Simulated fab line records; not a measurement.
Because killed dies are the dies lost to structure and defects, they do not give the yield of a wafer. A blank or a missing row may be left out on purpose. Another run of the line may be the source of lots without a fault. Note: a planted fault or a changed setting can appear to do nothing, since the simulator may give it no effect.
Struck lot and sound lot, side by side :: flow sfqLine :: 24 out of 325 route steps
Sound: these wafers, L214.2, L214.3, L214.5. Wafers struck: L217.2, L217.3, L217.4. At the end, the cause is stated.
At each step with rows: each side's tool, then ch and its chambers, then its first start. Under that, the readings that differ: sound wafers :: struck wafers :: difference of the means :: sigmas: that difference in standard deviations of wafers without a fault.
alike: a reading whose means differ by less than 2 such deviations, as well as words and numbers matching on both sides. not compared: withheld readings; readings where some wafer has no value; bounds like >300 that might hide an equal value; numbers whose values overlap and for which the record gives no deviation.
Wherever a step has rows on one side only, a row that says differs or no value, or a row with sigmas, the two part there. Numbers that have no deviation but don't overlap get no sigmas and don't part them. A reading missing from all wafers of one side parts the sides only when that side holds two or more wafers.

first, 6 steps without rows for these wafers: SFQ_TRILAYER_I0_VIA_LITHO_COAT_036 (resist thk 62 nm); SFQ_TRILAYER_I0_VIA_LITHO_COAT_031 (resist thk 650 nm); SFQ_TRILAYER_I0_VIA_LITHO_SOFTBAKE_035; SFQ_TRILAYER_I0_VIA_LITHO_EXPOSE_032 (exposes mask I0, target cd 500 nm); SFQ_TRILAYER_I0_VIA_LITHO_PEB_034 (peb time 60 s); SFQ_TRILAYER_I0_VIA_LITHO_DEVELOP_033 (time 60 s).
SFQ_I0_OVL_MEAS_908:
  sound on overlay-01 at day 18 06:56; struck on overlay-01 at day 19 12:56
reading: I0_OVL (nm)
sound: -6 0 -12
struck: 4 4 6
difference: +11
sigmas: +2
SFQ_TRILAYER_I0_VIA_BARC_OPEN_VIA_ETCH_046: etches BARC in O2, target depth 125 nm, time 41.7 s.
  sound on rieDiel-01 ch 1,2,3, day 18 06:58; struck on rieDiel-04 ch 0,1,3, day 19 12:58
  alike: drypumpMotorCurrentA, oesProductAu, rfFwdPowerW
  not compared: rfHoursCounterH
SFQ_TRILAYER_I0_VIA_ETCH_VIA_ETCH_034: etches SiO2 in CHF3, stops on Nb, target depth 260 nm.
  sound on rieDiel-01 ch 1,2,3, day 18 07:01; struck on rieDiel-04 ch 0,1,3, day 19 13:01
  alike: drypumpMotorCurrentA, oesProductAu, rfFwdPowerW
SFQ_TRILAYER_I0_VIA_STRIP_STRIP_035: strips in O2.
  sound on rieMetal-01 ch 0,1, day 18 07:08; struck on rieMetal-04 ch 0,1, day 19 13:08
  alike: drypumpMotorCurrentA, oesProductAu
  not compared: rfHoursCounterH
then, 2 steps without rows for these wafers: SFQ_TRILAYER_I0_VIA_STRIP_SOLV_CLEAN_036 (cleans in NMP, time 600 s); SFQ_TRILAYER_M1_DEP_PRE_CLEAN_038 (time 22.5 s).
SFQ_TRILAYER_M1_DEP_SPUTTER_037: material Nb, target thk 200 nm, time 133.3 s.
  sound on pvdSputter-06 at day 18 07:56; struck on pvdSputter-03 at day 19 14:11
  alike: throttleValvePct
SFQ_M1_RS_MEAS_909: a four-point-probe measurement.
  sound on filmMetro-02 at day 18 08:02; struck on filmMetro-03 at day 19 14:18
reading: M1_NB_RS (ohm/sq)
sound: 0.903 0.893 0.898
struck: 0.447 0.448 0.447
difference: -0.451
sigmas: -55
then, 6 steps without rows for these wafers: SFQ_TRILAYER_M1_LITHO_COAT_044 (resist thk 62 nm); SFQ_TRILAYER_M1_LITHO_COAT_039 (resist thk 600 nm); SFQ_TRILAYER_M1_LITHO_SOFTBAKE_043; SFQ_TRILAYER_M1_LITHO_EXPOSE_040 (exposes mask M1, target cd 500 nm); SFQ_TRILAYER_M1_LITHO_PEB_042 (peb time 60 s); SFQ_TRILAYER_M1_LITHO_DEVELOP_041 (time 60 s).
-- the record jumps here: 7 days lie between the struck wafers' starts before and after --
SFQ_M1_OVL_MEAS_911:
  sound on overlay-02 at day 24 02:04; struck on overlay-02 at day 26 06:52
  alike: M1_OVL
SFQ_TRILAYER_M1_BARC_OPEN_METAL_ETCH_054: etches BARC in O2, target depth 125 nm, time 41.7 s.
  sound on rieMetal-02 ch 1, day 24 02:06; struck on rieMetal-04 ch 0,1, day 26 06:54
  alike: drypumpMotorCurrentA, oesProductAu, rfFwdPowerW
  not compared: rfHoursCounterH
SFQ_TRILAYER_M1_ETCH_METAL_ETCH_042: etches Nb in Cl2/Ar, stops on SiO2, target depth 240 nm, time 120 s.
  sound on rieMetal-02 ch 1, day 24 02:10; struck on rieMetal-04 ch 0,1, day 26 06:58
reading: oesProductAu (a.u.)
sound: 0.894 0.893 0.889
struck: 0.990 1.001 0.999
difference: +0.105
sigmas: +15

reading: model.etch.depthNm (nm)
sound: 197.5 199.8 198.6
struck: 239.1 241.7 241.2
difference: +42.0
sigmas: 

reading: model.M1.featureDepthNm (nm)
sound: 197.5 199.8 198.6
struck: 239.1 241.7 241.2
difference: +42.0
sigmas: 
  alike: drypumpMotorCurrentA, rfFwdPowerW
  not compared: rfHoursCounterH
SFQ_TRILAYER_M1_STRIP_STRIP_043: strips in O2.
  sound on rieMetal-02 ch 1, day 24 02:17; struck on rieMetal-04 ch 0,1, day 26 07:05
reading: oesProductAu (a.u.)
sound: 0.996 0.988 0.998
struck: 1.013 1.012 1.013
difference: +0.019
sigmas: +3
  alike: drypumpMotorCurrentA
  not compared: rfHoursCounterH

WHERE THEY PART
Earliest at SFQ_I0_OVL_MEAS_908; latest, in this record, at SFQ_TRILAYER_M1_STRIP_STRIP_043.

WHY: whatever the simulator had introduced
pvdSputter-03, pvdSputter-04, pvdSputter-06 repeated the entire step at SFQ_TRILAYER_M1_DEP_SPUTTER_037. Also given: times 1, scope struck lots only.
